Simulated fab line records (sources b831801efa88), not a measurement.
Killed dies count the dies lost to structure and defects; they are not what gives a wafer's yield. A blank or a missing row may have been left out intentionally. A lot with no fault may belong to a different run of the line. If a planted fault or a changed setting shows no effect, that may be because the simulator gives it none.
fab line records + flow sky130
record
- lots=7
- wafers=21
- last-day=50
route steps=708 shown NWELL@69
lots that met no fault: taken from a fault-free run of the same line
start-h: hours from the record's opening day to when the first of the lot's shown wafers began + wait-h: time in hours since the lot's previous step + " same as the row above + L1.1+2: one row covering several wafers at once + - no value present, or no start provided + * or withheld: withheld + < > ~ a bound
route shown NAME@n: NAME is a module with steps in the file, n the number in the route of the first one + usual: mean/standard deviation of fault-free wafers + same: alike in all rows + chamber/n: place in a boat + sites: per-site readings + _std_site: the values' standard deviation + _edge_site: the outer-site mean with the inner-site mean subtracted + radius-mm: how far each site lies from the wafer's centre + mask NAME#n: copy n + behind: tool/chamber where the wafer was last shaped + hold: reason for holding the lot/hours on hold/outcome of the hold + device: which transistor (n, p or np) failed to switch + end of line: tests run on the same wafers once the route is complete + for a step that has no rows: nothing shown but its recipe + killed: dies that structure and defects cost at the first sort, which is not the same as the wafer's yield + map: per-die view of a wafer (x killed, . not killed, _ where there is no die)
set.NAME: the setting that was run; set.NAME@STEP: the one run at that earlier step + model.NAME: the simulator's own value behind a step, which no gauge read
a table for each step, a row for each wafer; lots at some steps of the route
services: the hour from which a tool's chamber was out of use, counted from the record's first day as start-h (under 0 if before that day), plus the number of hours and why
## steps
# step SKY_NWELL_DEHYDRATE_16
# recipe
- temp-c=200
- time-s=60
# step SKY_NWELL_HMDS_17
# recipe
- prime-time-s=60
- prime-temp-c=120
# step SKY_NWELL_COAT_18
# recipe
- spin-rpm=2000
- resist-thk-nm=3000
# step SKY_NWELL_SOFTBAKE_19
# recipe
- temp-c=110
- time-s=withheld
# step SKY_NWELL_EXPOSE_20
# recipe
- mask-id=NWM_COMPLEMENT
- na=0.6
- source-shape=conventional
- sigma-outer=0.6
- polarization=unpolarized
- target-cd-nm=840
- dose-mj=260
# step SKY_NWELL_PEB_21
# recipe
- temp-c=115
- time-s=withheld
# step SKY_NWELL_DEVELOP_22
# recipe
- wall-angle-deg=90
- developer=TMAH
- develop-time-s=60
- dev-temp-c=23
# step SKY_NWELL_OVL_MEAS_23
# usual
- NWELL_01_OVL=-0.3/1.4
| lot.wafer | tool       | chamber | start-h | wait-h | NWELL_01_OVL[nm] |
|-----------|------------|---------|---------|--------|------------------|
| L110.1    | overlay-02 | -       | 151.54  | -      | -0.5             |
| L110.2    | "          | -       | "       | "      | -0.8             |
| L110.5    | "          | -       | "       | "      | -1.2             |
| L115.4    | overlay-01 | -       | 183.46  | -      | -2.4             |
| L115.5    | "          | -       | "       | "      | -0.5             |
| L115.6    | "          | -       | "       | "      | 0.3              |
| L116.1    | overlay-01 | -       | 184.84  | -      | 0.1              |
| L116.2    | "          | -       | "       | "      | -1.1             |
| L116.6    | "          | -       | "       | "      | -1.6             |
| L117.2    | overlay-02 | -       | 201.74  | -      | 0.4              |
| L117.4    | "          | -       | "       | "      | -1.3             |
| L117.6    | "          | -       | "       | "      | 0.9              |
| L122.2    | overlay-02 | -       | 223.55  | -      | -0.8             |
| L122.3    | "          | -       | "       | "      | -0.9             |
| L122.5    | "          | -       | "       | "      | 1.7              |
| L124.1    | overlay-02 | -       | 235.89  | -      | 0.4              |
| L124.4    | "          | -       | "       | "      | -0.3             |
| L124.5    | "          | -       | "       | "      | 0.2              |
| L125.2    | overlay-01 | -       | 246.05  | -      | 1.9              |
| L125.3    | "          | -       | "       | "      | -0.2             |
| L125.5    | "          | -       | "       | "      | -1.7             |
# step SKY_NWELL_IMPLANT_24
# recipe
- species=B
- energy-kev=140
- dose-cm2=9.2e+12
- tilt-deg=withheld
# step SKY_NWELL_STRIP_25
# recipe
- chemistry=O2/N2
- power-w=1400
- pressure-mtorr=1500
- platen-temp-c=withheld
- o2-flow-sccm=3000
- n2-flow-sccm=300
- overash-fraction=0.5
# usual
- drypump-motor-current-A=5.4/0.45
- o2-flow-sccm=3001/7.3
- oes-product-au=0.722/0.0052
- strip-time-to-endpoint-s=36.84/0.11
# same
- overash-fraction=0.5
| lot.wafer | tool            | chamber | start-h | wait-h | drypump-motor-current-A | o2-flow-sccm | oes-product-au | rf-hours-counter-h | strip-time-to-endpoint-s |
|-----------|-----------------|---------|---------|--------|-------------------------|--------------|----------------|--------------------|--------------------------|
| L110.1    | plasma-asher-02 | 0       | 151.73  | 0.1    | 5.1                     | 2997         | 0.725          | 48                 | 37.11                    |
| L110.2    | "               | 1       | "       | "      | 5.0                     | 3000         | 0.721          | 48                 | 37.15                    |
| L110.5    | "               | 0       | "       | "      | 5.1                     | 3006         | 0.723          | -                  | 36.91                    |
| L115.4    | plasma-asher-02 | 0       | 183.66  | 0.1    | 5.1                     | 2997         | 0.726          | -                  | 36.64                    |
| L115.5    | "               | 1       | "       | "      | 5.0                     | 3009         | 0.720          | -                  | 36.62                    |
| L115.6    | "               | 0       | "       | "      | 5.1                     | 2993         | 0.722          | -                  | 36.64                    |
| L116.1    | plasma-asher-02 | 1       | 185.03  | 0.1    | 5.0                     | 3001         | 0.716          | 52                 | 36.73                    |
| L116.2    | "               | 0       | "       | "      | 5.1                     | 3016         | 0.719          | 52                 | 36.79                    |
| L116.6    | "               | 0       | "       | "      | 5.1                     | 2987         | 0.721          | -                  | 36.83                    |
| L117.2    | plasma-asher-04 | 1       | 201.92  | 0.1    | 5.5                     | 3004         | 0.717          | 8                  | 36.85                    |
| L117.4    | "               | 0       | "       | "      | 5.5                     | 3005         | 0.726          | -                  | 36.92                    |
| L117.6    | "               | 1       | "       | "      | 5.5                     | 3006         | 0.716          | -                  | 36.89                    |
| L122.2    | plasma-asher-02 | 1       | 223.73  | 0.1    | 5.0                     | 3000         | 0.715          | 56                 | 37.01                    |
| L122.3    | "               | 1       | "       | "      | 5.0                     | 3004         | 0.718          | -                  | 36.95                    |
| L122.5    | "               | 1       | "       | "      | 5.0                     | 3006         | 0.727          | -                  | 36.83                    |
| L124.1    | plasma-asher-02 | 1       | 236.08  | 0.1    | 5.0                     | 2990         | 0.729          | 57                 | 36.84                    |
| L124.4    | "               | 0       | "       | "      | 5.1                     | 3003         | 0.728          | -                  | 36.71                    |
| L124.5    | "               | 0       | "       | "      | 5.1                     | 3007         | 0.717          | -                  | 36.66                    |
| L125.2    | plasma-asher-04 | 0       | 246.23  | 0.1    | 5.6                     | 2990         | 0.715          | 12                 | 36.91                    |
| L125.3    | "               | 0       | "       | "      | 5.6                     | 3000         | 0.719          | -                  | 36.77                    |
| L125.5    | "               | 0       | "       | "      | 5.5                     | 2997         | 0.712          | -                  | 36.72                    |
# step SKY_NWELL_TW_MEAS_26
# usual
- NWELL_2_TW=493.3/2.9
| lot.wafer | tool          | chamber | start-h | wait-h | NWELL_2_TW |
|-----------|---------------|---------|---------|--------|------------|
| L110.1    | film-metro-02 | -       | 151.83  | 0.1    | 497.4      |
| L110.2    | "             | -       | "       | "      | 495.8      |
| L110.5    | "             | -       | "       | "      | 493.0      |
| L115.4    | film-metro-01 | -       | 183.76  | 0.1    | 490.3      |
| L115.5    | "             | -       | "       | "      | 487.7      |
| L115.6    | "             | -       | "       | "      | 490.4      |
| L116.1    | film-metro-01 | -       | 185.13  | 0.1    | 488.2      |
| L116.2    | "             | -       | "       | "      | 490.2      |
| L116.6    | "             | -       | "       | "      | 486.5      |
| L117.2    | film-metro-03 | -       | 202.03  | 0.1    | 498.7      |
| L117.4    | "             | -       | "       | "      | 496.7      |
| L117.6    | "             | -       | "       | "      | 497.3      |
| L122.2    | film-metro-01 | -       | 223.84  | 0.1    | 494.6      |
| L122.3    | "             | -       | "       | "      | 494.1      |
| L122.5    | "             | -       | "       | "      | 494.6      |
| L124.1    | film-metro-02 | -       | 236.18  | 0.1    | 489.6      |
| L124.4    | "             | -       | "       | "      | 494.3      |
| L124.5    | "             | -       | "       | "      | 491.6      |
| L125.2    | film-metro-02 | -       | 246.34  | 0.1    | 495.1      |
| L125.3    | "             | -       | "       | "      | 495.7      |
| L125.5    | "             | -       | "       | "      | 498.9      |
# step SKY_NWELL_CLEAN_27
# recipe
- chemistry=SC1/SC2
- mix=1:4:20
- temp-c=70
- time-s=150
- dry=n2-spin
# step SKY_NWELL_RTA_28
# recipe
- temp-c=1050
- time-s=30
- idle-temp-c=650
- ramp-up-c-per-s=150
- ramp-down-c-per-s=90
- ambient=N2
# usual
- anneal-temp-c-max=1054.9/0.99
- chamber-o2-ppm=2.002/0.022
- lamp-power-pct=25.31/0.057
- ramp-up-c-per-s=150.00/0.026
- wafer_temp_C_max=1054.8/0.96
| lot.wafer | tool          | chamber | start-h | wait-h | anneal-temp-c-max | chamber-o2-ppm | lamp-power-pct | ramp-up-c-per-s | wafer_temp_C_max |
|-----------|---------------|---------|---------|--------|-------------------|----------------|----------------|-----------------|------------------|
| L110.1    | rtp-anneal-01 | 0       | 151.94  | 0.0    | 1054.9            | 1.987          | 25.30          | 150.00          | 1056.4           |
| L110.2    | "             | 0       | "       | "      | 1054.0            | 2.030          | 25.32          | 149.96          | 1054.4           |
| L110.5    | "             | 0       | "       | "      | 1054.3            | 1.983          | 25.29          | 150.00          | 1053.8           |
| L115.4    | rtp-anneal-01 | -       | 183.89  | 0.1    | -                 | -              | -              | -               | -                |
| L115.5    | "             | -       | "       | "      | -                 | -              | -              | -               | -                |
| L115.6    | "             | -       | "       | "      | -                 | -              | -              | -               | -                |
| L116.1    | rtp-anneal-01 | -       | 185.24  | 0.0    | -                 | -              | -              | -               | -                |
| L116.2    | "             | -       | "       | "      | -                 | -              | -              | -               | -                |
| L116.6    | "             | -       | "       | "      | -                 | -              | -              | -               | -                |
| L117.2    | rtp-anneal-02 | -       | 202.16  | 0.0    | -                 | -              | -              | -               | -                |
| L117.4    | "             | -       | "       | "      | -                 | -              | -              | -               | -                |
| L117.6    | "             | -       | "       | "      | -                 | -              | -              | -               | -                |
| L122.2    | rtp-anneal-01 | 0       | 223.95  | 0.0    | 1054.6            | 1.982          | 25.34          | 149.99          | 1054.3           |
| L122.3    | "             | 0       | "       | "      | 1055.1            | 2.029          | 25.39          | 149.99          | 1053.0           |
| L122.5    | "             | 0       | "       | "      | 1056.0            | 2.041          | 25.28          | 149.98          | 1053.3           |
| L124.1    | rtp-anneal-01 | 0       | 236.29  | 0.0    | 1055.2            | 2.036          | 25.34          | 150.00          | 1054.6           |
| L124.4    | "             | 0       | "       | "      | 1056.8            | 2.035          | 25.45          | 149.96          | 1054.3           |
| L124.5    | "             | 0       | "       | "      | 1055.4            | 2.016          | 25.24          | 150.01          | 1055.6           |
| L125.2    | rtp-anneal-01 | 0       | 246.46  | 0.0    | 1053.1            | 2.011          | 25.31          | 149.97          | 1056.5           |
| L125.3    | "             | 0       | "       | "      | 1055.5            | 2.020          | 25.30          | 150.04          | 1054.4           |
| L125.5    | "             | 0       | "       | "      | 1054.5            | 1.997          | 25.40          | 149.99          | 1054.6           |
# step SKY_NWELL_RS_MEAS_29
# recipe
- thk-meas-gauge=four-point-probe
# usual
- NWELL_RS=624.5/1.3
| lot.wafer | tool          | chamber | start-h | wait-h | NWELL_RS[ohm/sq] |
|-----------|---------------|---------|---------|--------|------------------|
| L110.1    | film-metro-02 | -       | 152.04  | 0.1    | 623.3            |
| L110.2    | "             | -       | "       | "      | 620.6            |
| L110.5    | "             | -       | "       | "      | 626.2            |
| L115.4    | film-metro-02 | -       | 184.00  | 0.1    | 133.0            |
| L115.5    | "             | -       | "       | "      | 132.8            |
| L115.6    | "             | -       | "       | "      | 132.9            |
| L116.1    | film-metro-03 | -       | 185.34  | 0.1    | 133.2            |
| L116.2    | "             | -       | "       | "      | 133.1            |
| L116.6    | "             | -       | "       | "      | 132.9            |
| L117.2    | film-metro-02 | -       | 202.26  | 0.1    | 133.1            |
| L117.4    | "             | -       | "       | "      | 133.1            |
| L117.6    | "             | -       | "       | "      | 132.9            |
| L122.2    | film-metro-02 | -       | 224.06  | 0.1    | 624.7            |
| L122.3    | "             | -       | "       | "      | 623.0            |
| L122.5    | "             | -       | "       | "      | 623.6            |
| L124.1    | film-metro-01 | -       | 236.39  | 0.1    | 624.6            |
| L124.4    | "             | -       | "       | "      | 623.5            |
| L124.5    | "             | -       | "       | "      | 623.8            |
| L125.2    | film-metro-03 | -       | 246.56  | 0.1    | 624.9            |
| L125.3    | "             | -       | "       | "      | 625.5            |
| L125.5    | "             | -       | "       | "      | 624.4            |
## services
| tool            | chamber | start-h | hours | kind |
|-----------------|---------|---------|-------|------|
| plasma-asher-04 | -       | 166.90  | 2.8   | pm   |
## key
first-sign
- step=SKY_NWELL_RTA_28
- reading=tool-record
- direction=missing
effect
- step=SKY_NWELL_RS_MEAS_29
- reading=NWELL_RS
- direction=down
- sigmas=99+
- usual=624.5
- struck=133.0
met-at SKY_NWELL_RTA_28
struck-wafers L115.4,L115.5,L115.6,L116.1,L116.2,L116.6,L117.2,L117.4,L117.6
later-rows-left-out L115.4,L115.5,L115.6,L116.1,L116.2,L116.6,L117.2,L117.4,L117.6
sort-left-out L115.4,L115.5,L115.6,L116.1,L116.2,L116.6,L117.2,L117.4,L117.6
tester-left-out L115,L116,L117
onset-between 151.94 183.89
fault
- kind=skipped-step-whole
- tool=rtp-anneal-01,rtp-anneal-02
- chamber=-
- onset-h=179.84
- steps=SKY_NWELL_RTA_28
- scope=struck-lots-only
# tester-left-out: of these lots the tester's yield and bins aren't shown, on N5 and GAA mostly nor the transistor test; their killed dies are dies lost to structure and defects alone, not to doping, threshold or leakage, so they don't give the yield
# sort-left-out: the simulated sort isn't trusted on such a fault, so these wafers' sort isn't shown, and their yield isn't known
# later-rows-left-out: the simulator's readings of these wafers behind a module that went badly wrong aren't trusted and aren't shown, but for the sort
